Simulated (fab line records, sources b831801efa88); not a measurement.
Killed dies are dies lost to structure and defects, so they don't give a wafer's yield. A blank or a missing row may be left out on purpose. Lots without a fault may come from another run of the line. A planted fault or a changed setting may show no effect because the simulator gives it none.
fab line records | flow sky130
record lots=11 wafers=33 last_day=50
route steps=708 shown FIELD_ISO@14 PWDE@55 NWELL@64 PAD_OPEN@708
lots that met no fault: from a run of the same line without faults
start_h: hours from the record's first day to the start of the lot's first wafer shown | wait_h: hours since the lot's step before | " the same as in the row above | L1.1+2: a row that stands for several wafers | - no value, or no start given | * or withheld: withheld | < > ~ a bound
route shown NAME@n: a module of which the file shows steps, and the number in the route of the first | usual: mean/standard deviation of fault-free wafers | same: alike in all rows | chamber/n: place in a boat | sites: the reading at each site | _std_site: their standard deviation | _edge_site: outer sites' mean less inner sites' | radius_mm: how far each site lies from the wafer's centre | mask NAME#n: copy n | behind: the tool/chamber that last shaped the wafer | hold: why the lot was held/for how many hours/how that ended | device: the transistor (n, p or np) that didn't switch | end of line: the same wafers' tests at the end of the route | a step without rows: its recipe alone | killed: dies lost to structure and defects at the first sort, not the wafer's yield | map: a wafer's dies, x killed, . not, _ none there
set.NAME: the setting as run; set.NAME@STEP: as run at that earlier step | model.NAME: the simulator's own value behind a step, which no gauge read
steps of the route over a sample of lots; a table a step, a row a wafer
services: from which hour (start_h, from the record's first day; less than 0 if before it) a tool's chamber was out of use, for how many hours, and why
## steps
# step SKY_FIELD_ISO_CD_MEAS_13
# recipe target_cd_nm=150
# usual cd_nm=150.3/1.3
# columns lot.wafer tool chamber start_h wait_h cd_nm
L175.1 cd_sem-01 - 33.56 - 151.3
L175.3 " - " " 151.4
L175.6 " - " " 151.5
L176.1 cd_sem-02 - 39.36 - 149.5
L176.3 " - " " 150.7
L176.6 " - " " 151.3
L177.1 cd_sem-01 - 43.64 - 149.3
L177.5 " - " " 150.7
L177.6 " - " " 148.9
L180.1 cd_sem-02 - 61.90 - 151.9
L180.4 " - " " 150.7
L180.5 " - " " 151.9
L181.1 cd_sem-02 - 65.20 - 150.0
L181.2 " - " " 148.9
L181.3 " - " " 149.6
L184.1 cd_sem-01 - 81.11 - 149.6
L184.2 " - " " 150.3
L184.5 " - " " 150.2
L188.2 cd_sem-02 - 101.27 - 146.9
L188.4 " - " " 148.1
L188.5 " - " " 147.4
L192.1 cd_sem-02 - 121.41 - 152.8
L192.4 " - " " 152.1
L192.5 " - " " 150.9
L194.1 cd_sem-01 - 133.61 - 150.1
L194.2 " - " " 150.2
L194.6 " - " " 151.7
L195.1 cd_sem-02 - 137.29 - 151.1
L195.2 " - " " 149.9
L195.3 " - " " 150.6
L197.2 cd_sem-02 - 150.32 - 151.2
L197.3 " - " " 152.4
L197.5 " - " " 150.7
# step SKY_FIELD_ISO_STRIP_16
# recipe chemistry=O2/N2 power_w=1400 pressure_mtorr=1500 platen_temp_c=withheld o2_flow_sccm=3000 n2_flow_sccm=300 overash_fraction=0.5
# usual drypump_motor_current_A=5.6/0.44 n2_flow_sccm=300.0/0.84 oes_product_au=0.376/0.0044 strip_time_to_endpoint_s=3.541/0.021
# columns lot.wafer tool chamber start_h wait_h drypump_motor_current_A n2_flow_sccm oes_product_au rf_hours_counter_h strip_time_to_endpoint_s
L175.1 plasma_asher-04 0 33.78 0.0 6.3 300.2 0.371 22 3.577
L175.3 " 0 " " 6.2 301.1 0.379 - 3.560
L175.6 " 1 " " 5.2 298.4 0.381 - 3.567
L176.1 plasma_asher-04 0 39.58 0.0 6.3 300.2 0.375 22 3.527
L176.3 " 0 " " 6.3 299.1 0.376 - 3.520
L176.6 " 1 " " 5.2 299.4 0.374 - 3.538
L177.1 plasma_asher-02 1 43.86 0.0 5.5 299.8 0.382 36 3.558
L177.5 " 0 " " 5.2 299.6 0.374 - 3.544
L177.6 " 1 " " 5.5 299.5 0.381 - 3.578
L180.1 plasma_asher-04 0 62.12 0.0 6.3 299.8 0.376 24 3.528
L180.4 " 0 " " 6.3 300.2 0.372 - 3.515
L180.5 " 0 " " 6.3 298.2 0.378 - 3.531
L181.1 plasma_asher-02 1 65.42 0.0 5.5 299.3 0.369 38 3.529
L181.2 " 0 " " 5.2 302.6 0.375 38 3.525
L181.3 " 1 " " 5.5 299.8 0.373 - 3.494
L184.1 plasma_asher-03 0 81.33 0.0 6.0 299.5 0.377 40 3.545
L184.2 " 1 " " 5.9 300.7 0.375 40 3.551
L184.5 " 0 " " 6.0 300.4 0.372 - 3.508
L188.2 plasma_asher-04 1 101.47 0.0 5.2 300.3 0.380 28 3.505
L188.4 " 0 " " 6.3 300.2 0.370 - 3.532
L188.5 " 0 " " 6.3 299.5 0.382 - 3.539
L192.1 plasma_asher-03 1 121.63 0.0 6.0 300.0 0.374 44 3.570
L192.4 " 0 " " 6.0 301.0 0.376 - 3.549
L192.5 " 0 " " 6.0 300.5 0.381 - 3.530
L194.1 plasma_asher-03 0 133.83 0.0 6.0 300.3 0.369 45 3.540
L194.2 " 1 " " 6.0 299.8 0.367 45 3.541
L194.6 " 0 " " 6.0 300.0 0.374 - 3.563
L195.1 plasma_asher-04 1 137.51 0.0 5.2 300.4 0.383 32 3.579
L195.2 " 0 " " 6.3 299.3 0.382 32 3.559
L195.3 " 0 " " 6.3 298.7 0.381 - 3.539
L197.2 plasma_asher-04 0 150.52 0.0 6.3 299.3 0.381 34 3.573
L197.3 " 0 " " 6.3 299.7 0.375 - 3.577
L197.5 " 0 " " 6.3 299.9 0.378 - 3.580
# step SKY_PWDE_TW_MEAS_10
# usual PWDE_TW=375.0/1.7
# columns lot.wafer tool chamber start_h wait_h PWDE_TW
L175.1 film_metro-01 - 77.12 0.1 372.5
L175.3 " - " " 372.6
L175.6 " - " " 371.3
L176.1 film_metro-02 - 81.52 0.1 377.5
L176.3 " - " " 376.4
L176.6 " - " " 375.2
L177.1 film_metro-01 - 82.87 0.1 374.0
L177.5 " - " " 371.2
L177.6 " - " " 371.2
L180.1 film_metro-03 - 104.17 0.1 373.0
L180.4 " - " " 374.7
L180.5 " - " " 374.4
L181.1 film_metro-01 - 108.13 0.1 373.2
L181.2 " - " " 373.8
L181.3 " - " " 374.7
L184.1 film_metro-01 - 124.62 0.1 375.7
L184.2 " - " " 374.5
L184.5 " - " " 373.3
L188.2 film_metro-02 - 150.96 0.1 374.9
L188.4 " - " " 377.9
L188.5 " - " " 375.9
L192.1 film_metro-02 - 167.18 0.1 375.5
L192.4 " - " " 376.3
L192.5 " - " " 376.7
L194.1 film_metro-03 - 181.68 0.1 377.9
L194.2 " - " " 376.7
L194.6 " - " " 376.7
L195.1 film_metro-03 - 184.07 0.1 377.5
L195.2 " - " " 378.3
L195.3 " - " " 377.0
L197.2 film_metro-03 - 198.43 0.1 376.2
L197.3 " - " " 374.9
L197.5 " - " " 378.2
# step SKY_NWELL_IMPLANT_11
# recipe species=P energy_kev=400 dose_cm2=1.9e+13 tilt_deg=withheld
# usual dose_ions_cm2=1.9001e+13/1.8e+10 faraday_current_uA=107.0/2.1
# same implant_ion_amu=31
# columns lot.wafer tool chamber start_h wait_h dose_ions_cm2 faraday_current_uA
L175.1 implanter-03 0 93.52 0.0 1.9049e+13 107.1
L175.3 " 0 " " 1.9035e+13 109.1
L175.6 " 0 " " 1.9043e+13 110.9
L176.1 implanter-04 0 97.57 0.0 1.9023e+13 104.7
L176.3 " 0 " " 1.9012e+13 104.0
L176.6 " 0 " " 1.9017e+13 102.8
L177.1 implanter-04 0 99.83 0.0 1.9008e+13 108.0
L177.5 " 0 " " 1.9012e+13 108.8
L177.6 " 0 " " 1.903e+13 107.6
L180.1 implanter-03 0 121.82 0.0 1.9015e+13 109.9
L180.4 " 0 " " 1.9006e+13 106.8
L180.5 " 0 " " 1.9032e+13 108.6
L181.1 implanter-04 0 125.62 0.0 1.8994e+13 105.2
L181.2 " 0 " " 1.8997e+13 104.9
L181.3 " 0 " " 1.9003e+13 107.6
L184.1 implanter-03 0 142.47 0.0 2.521e+13 144.3
L184.2 " 0 " " 2.5188e+13 140.2
L184.5 " 0 " " 2.5189e+13 140.0
L188.2 implanter-03 0 170.06 0.0 2.5212e+13 141.9
L188.4 " 0 " " 2.5217e+13 148.2
L188.5 " 0 " " 2.5216e+13 146.7
L192.1 implanter-02 0 187.52 0.0 1.8992e+13 108.9
L192.4 " 0 " " 1.8987e+13 107.5
L192.5 " 0 " " 1.9011e+13 103.3
L194.1 implanter-02 0 203.13 0.0 1.9007e+13 106.2
L194.2 " 0 " " 1.9035e+13 105.5
L194.6 " 0 " " 1.9019e+13 105.6
L195.1 implanter-02 0 205.13 0.0 1.9013e+13 105.4
L195.2 " 0 " " 1.9027e+13 113.5
L195.3 " 0 " " 1.9014e+13 104.8
L197.2 implanter-04 0 219.81 0.0 1.8977e+13 106.6
L197.3 " 0 " " 1.901e+13 109.7
L197.5 " 0 " " 1.8996e+13 109.0
# step SKY_NWELL_TW_MEAS_15
# usual NWELL_TW=1827/7
# columns lot.wafer tool chamber start_h wait_h NWELL_TW
L175.1 film_metro-01 - 94.07 0.1 1817
L175.3 " - " " 1830
L175.6 " - " " 1813
L176.1 film_metro-01 - 98.12 0.1 1812
L176.3 " - " " 1819
L176.6 " - " " 1819
L177.1 film_metro-02 - 100.38 0.1 1823
L177.5 " - " " 1830
L177.6 " - " " 1824
L180.1 film_metro-02 - 122.37 0.1 1845
L180.4 " - " " 1832
L180.5 " - " " 1837
L181.1 film_metro-02 - 126.17 0.1 1837
L181.2 " - " " 1830
L181.3 " - " " 1829
L184.1 film_metro-02 - 143.02 0.1 1999
L184.2 " - " " 1995
L184.5 " - " " 1993
L188.2 film_metro-01 - 170.59 0.1 1997
L188.4 " - " " 2001
L188.5 " - " " 1995
L192.1 film_metro-03 - 188.07 0.1 1825
L192.4 " - " " 1838
L192.5 " - " " 1838
L194.1 film_metro-03 - 203.68 0.1 1834
L194.2 " - " " 1844
L194.6 " - " " 1838
L195.1 film_metro-02 - 205.68 0.1 1824
L195.2 " - " " 1834
L195.3 " - " " 1827
L197.2 film_metro-03 - 220.35 0.1 1814
L197.3 " - " " 1819
L197.5 " - " " 1818
# step SKY_NWELL_RS_MEAS_29
# recipe thk_meas_gauge=four-point-probe
# usual NWELL_RS=624.9/2
# columns lot.wafer tool chamber start_h wait_h NWELL_RS[ohm/sq]
L175.1 film_metro-03 - 111.43 0.1 626.0
L175.3 " - " " 626.2
L175.6 " - " " 627.1
L176.1 film_metro-03 - 116.04 0.1 627.0
L176.3 " - " " 625.6
L176.6 " - " " 627.2
L177.1 film_metro-01 - 118.35 0.1 624.6
L177.5 " - " " 627.0
L177.6 " - " " 624.5
L180.1 film_metro-02 - 141.14 0.1 622.4
L180.4 " - " " 623.5
L180.5 " - " " 625.0
L181.1 film_metro-01 - 144.89 0.1 626.9
L181.2 " - " " 627.2
L181.3 " - " " 627.5
L184.1 film_metro-01 - 162.94 0.1 537.2
L184.2 " - " " 537.3
L184.5 " - " " 538.6
L188.2 film_metro-01 - 192.22 0.1 535.3
L188.4 " - " " 534.1
L188.5 " - " " 533.2
L192.1 film_metro-01 - 210.05 0.1 626.0
L192.4 " - " " 624.8
L192.5 " - " " 625.2
L194.1 film_metro-03 - 225.80 0.1 625.7
L194.2 " - " " 626.9
L194.6 " - " " 625.8
L195.1 film_metro-01 - 227.43 0.1 624.8
L195.2 " - " " 623.0
L195.3 " - " " 624.8
L197.2 film_metro-01 - 243.45 0.2 625.1
L197.3 " - " " 624.7
L197.5 " - " " 623.4
# step SKY_PAD_OPEN_PROBE_99
# usual killed_at_M0_to_M3=44/6.4 killed_at_M4_up=3.4/2.1 killed_at_contacts=23/5 killed_at_front_end=15/4.5 killed_at_other=0.3/0.54 killed_dies=86/9.5 killed_on_rim=17/3.9 killed_open=48/6.9 killed_short=38/5.9
# same gross_dies=492 killed_at_back_side=0
# columns lot.wafer tool chamber start_h wait_h killed_at_M0_to_M3 killed_at_M4_up killed_at_contacts killed_at_front_end killed_at_other killed_dies killed_on_rim killed_open killed_short
L188.2 prober-02 - 1163.75 0.1 48 3 25 20 1 97 22 62 33
L188.4 prober-02 - 1163.85 0.2 28 3 34 17 0 82 16 53 29
L188.5 prober-02 - 1163.90 0.2 46 4 23 22 0 95 19 53 41
L192.1 prober-01 - 1169.70 0.1 46 1 29 17 0 93 21 55 38
L192.4 prober-01 - 1169.85 0.2 53 6 23 14 1 97 20 54 42
L192.5 prober-01 - 1169.90 0.2 34 6 19 16 0 75 15 41 33
L194.6 prober-01 - 1182.54 0.2 35 3 25 18 0 81 11 49 32
L195.1 prober-02 - 1184.50 0.1 46 7 35 10 0 98 17 47 51
L195.2 prober-02 - 1184.55 0.1 47 1 38 17 0 103 19 59 44
L195.3 prober-02 - 1184.60 0.2 43 0 32 16 1 92 19 52 39
# killed by level:class
L188.2 CONTACT:geometric_particle:open=18 VIA2:geometric_particle:open=12 VIA1:geometric_particle:open=11 FIELD_ISO:geometric_particle:short=6 VIA3:geometric_particle:open=6 FIELD_ISO:geometric_particle:open=5 POLY_GATE:geometric_particle:short=5 VIA1:geometric_particle:short=5
L188.4 CONTACT:geometric_particle:open=12 FIELD_ISO:geometric_particle:open=9 VIA1:geometric_particle:open=9 LI_CONTACT:geometric_particle:open=8 CONTACT:geometric_particle:short=5 VIA2:geometric_particle:open=5 FIELD_ISO:geometric_particle:short=4 METAL2:geometric_particle:short=4
L188.5 VIA1:geometric_particle:short=10 VIA1:geometric_particle:open=9 CONTACT:geometric_particle:open=9 VIA2:geometric_particle:open=8 LI_CONTACT:geometric_particle:open=7 METAL1:geometric_particle:short=6 FIELD_ISO:geometric_particle:open=5 POLY_GATE:geometric_particle:short=5
L192.1 CONTACT:geometric_particle:open=14 VIA2:geometric_particle:open=10 VIA3:geometric_particle:open=7 VIA1:geometric_particle:open=7 CONTACT:geometric_particle:short=6 METAL1:geometric_particle:short=6 VIA2:geometric_particle:short=5 POLY_GATE:geometric_particle:open=4
L192.4 VIA1:geometric_particle:open=17 LI_CONTACT:geometric_particle:open=8 CONTACT:geometric_particle:open=8 VIA2:geometric_particle:open=6 METAL2:geometric_particle:short=6 FIELD_ISO:geometric_particle:short=5 VIA1:geometric_particle:short=5 METAL1:geometric_particle:short=5
L192.5 CONTACT:geometric_particle:open=7 METAL1:geometric_particle:short=7 METAL2:geometric_particle:short=7 FIELD_ISO:geometric_particle:open=6 LI_CONTACT:geometric_particle:open=6 VIA1:geometric_particle:open=5 METAL4:geometric_particle:short=5 VIA3:geometric_particle:open=4
L194.6 LI_CONTACT:geometric_particle:open=9 VIA1:geometric_particle:open=7 VIA2:geometric_particle:open=7 VIA3:geometric_particle:open=6 CONTACT:geometric_particle:short=6 CONTACT:geometric_particle:open=6 FIELD_ISO:geometric_particle:short=5 POLY_GATE:geometric_particle:open=4
L195.1 CONTACT:geometric_particle:open=15 LI_CONTACT:geometric_particle:open=7 VIA2:geometric_particle:open=7 CONTACT:geometric_particle:short=6 METAL1:geometric_particle:short=6 VIA1:geometric_particle:open=6 METAL2:geometric_particle:short=6 METAL4:geometric_particle:short=5
L195.2 CONTACT:geometric_particle:open=19 VIA2:geometric_particle:open=8 LI_CONTACT:geometric_particle:open=7 FIELD_ISO:geometric_particle:short=6 LI_CONTACT:geometric_particle:short=6 VIA1:geometric_particle:open=6 CONTACT:geometric_particle:short=5 VIA3:geometric_particle:open=5
L195.3 CONTACT:geometric_particle:open=13 LI_CONTACT:geometric_particle:open=9 VIA1:geometric_particle:open=8 METAL2:geometric_particle:short=7 CONTACT:geometric_particle:short=6 VIA1:geometric_particle:short=6 FIELD_ISO:geometric_particle:short=5 VIA3:geometric_particle:open=5
## services
# columns tool chamber start_h hours kind
implanter-03 - 29.47 5.7 repair
implanter-04 - 45.32 1.9 repair
plasma_asher-04 - 49.80 4.0 pm
implanter-02 - 68.93 1.4 repair
implanter-02 - 82.08 4.9 pm
plasma_asher-02 - 126.81 15.6 pm
implanter-04 - 149.88 2.0 repair
plasma_asher-02 - 157.61 2.8 pm
plasma_asher-02 - 160.36 28.1 pm
plasma_asher-03 - 186.75 3.2 repair
implanter-04 - 198.79 11.5 repair
plasma_asher-02 - 213.69 0.7 repair
## key
first_sign step=SKY_NWELL_IMPLANT_11 reading=dose_ions_cm2 direction=up sigmas=99+ usual=* struck=*
effect step=SKY_NWELL_IMPLANT_11 reading=faraday_current_uA direction=up sigmas=18 usual=107.0 struck=143.6
effect step=SKY_NWELL_TW_MEAS_15 reading=NWELL_TW direction=up sigmas=24 usual=1827 struck=1997
effect step=SKY_NWELL_RS_MEAS_29 reading=NWELL_RS direction=down sigmas=45 usual=624.9 struck=536.0
met_at SKY_NWELL_IMPLANT_11
struck_lots L184,L188
tester_left_out L184,L188
not_acting_at SKY_FIELD_ISO_CD_MEAS_13,SKY_FIELD_ISO_STRIP_16,SKY_PWDE_TW_MEAS_10
onset_between 121.82 142.47
fault kind=process_parameter_drift tool=implanter-03 chamber=- onset_h=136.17 steps=SKY_NWELL_IMPLANT_11 channel=dose_cm2 offset=* shape=step end_h=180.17 acts_in=* stated=*
# tester_left_out: of these lots the tester's yield and bins aren't shown, on N5 and GAA mostly nor the transistor test; their killed dies are dies lost to structure and defects alone, not to doping, threshold or leakage, so they don't give the yield
